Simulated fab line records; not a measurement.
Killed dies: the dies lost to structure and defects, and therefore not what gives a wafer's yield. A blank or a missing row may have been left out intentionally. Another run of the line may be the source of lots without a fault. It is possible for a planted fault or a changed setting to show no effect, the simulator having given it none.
2 desks looking at one fault	flow gf180mcu	numbers are kept per desk, each desk with only its own; the story behind them comes last

DESK OF THE TOOL OWNER: implanter-04
GF_HV_LDD_IMPLANT_36, tool's own readings: per-lot mean of the sampled wafers with a number, covering each lot this tool ran. If a lot's mean is further than 4 standard deviations from the usual mean, the lot is out of limits and carries the mark OUT (the distance appears in the brackets).
Columns: A = tilt-deg at GF_HV_LDD_IMPLANT_36, usual 29.998 degrees
lot	first seen here	A
L979	day 12 05:59	30.000
L980	day 12 22:43	29.994
L982	day 13 09:26	30.007
L987	day 14 22:26	30.023
L993	day 17 03:44	29.994
L995	day 17 10:52	30.015
L996	day 17 19:20	29.989
This desk's verdict: no lot among the 7 shows anything out of limits.

THE METROLOGY DESK
What the gauges read for every lot (on any tool): the sampled wafers with a number, averaged. If a lot's mean is further than 4 standard deviations from the usual mean, the lot is out of limits and carries the mark OUT (the distance appears in the brackets).
Columns: A = HV_LDD_3_TW at GF_HV_LDD_TW_MEAS_38, usual 1436; B = HV_LDD_RS at GF_HV_LDD_RS_MEAS_53, usual 418.3 ohm/sq; C = HV_LDD_CVD_56_THK at GF_HV_LDD_THK_MEAS_57, usual 90.2 nm; D = NSD_RS at GF_PSD_RS_MEAS_14, usual 46.12 ohm/sq; E = cd-nm at GF_SAB_CD_MEAS_09, usual 421.1 nm
lot	first seen here	A	B	C	D	E
L977	day 11 20:49	1462	418.4	90.3	46.23	419.1
L979	day 12 06:13	1430	418.9	88.9	46.20	419.8
L981	day 12 18:55	1430	418.0	91.4	46.04	420.8
L980	day 12 22:58	1457	420.3	90.9	46.10	422.0
L982	day 13 09:39	1455	417.8	89.9	46.14	420.2
L983	day 13 12:50	1422	417.7	91.3	46.05	420.8
L984	day 14 04:44	1428	418.8	90.4	46.13	418.7
L985	day 14 08:06	1425	418.2	90.6	46.12	422.8
L986	day 14 21:38	1428	417.2	90.4	46.01	419.5
L987	day 14 22:41	1458	417.7	89.5	46.12	422.9
L993	day 17 03:59	1394	421.0	89.7	46.19	422.0
L995	day 17 11:07	1396	423.3 (+5.6) OUT	90.7	46.14	422.9
L996	day 17 19:33	1410	421.8	90.0	46.20	423.5
L999	day 18 17:23	1426	417.7	90.3	46.07	421.9
This desk's result: L995 out of limits, first on L995 (HV_LDD_RS at GF_HV_LDD_RS_MEAS_53), day 18 10:07. Within limits: L977, L979, L981, L980, L982, L983, L984, L985, L986, L987, L993, L996, L999.

ALL TOGETHER
An alarm was possible from the metrology desk at day 18 10:07, on L995.
The desk of the tool owner found nothing out of limits.
Tool owner's desk: L995 on record, inside its limits.
On implanter-04, each named lot ran GF_HV_LDD_IMPLANT_36.

WHAT THE SIMULATOR PUT IN
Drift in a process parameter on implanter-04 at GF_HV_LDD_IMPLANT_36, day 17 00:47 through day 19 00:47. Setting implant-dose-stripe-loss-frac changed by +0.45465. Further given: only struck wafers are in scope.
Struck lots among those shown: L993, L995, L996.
Time in hours between the start of the fault and the first out-of-limits reading at each desk: metrology desk, 33.
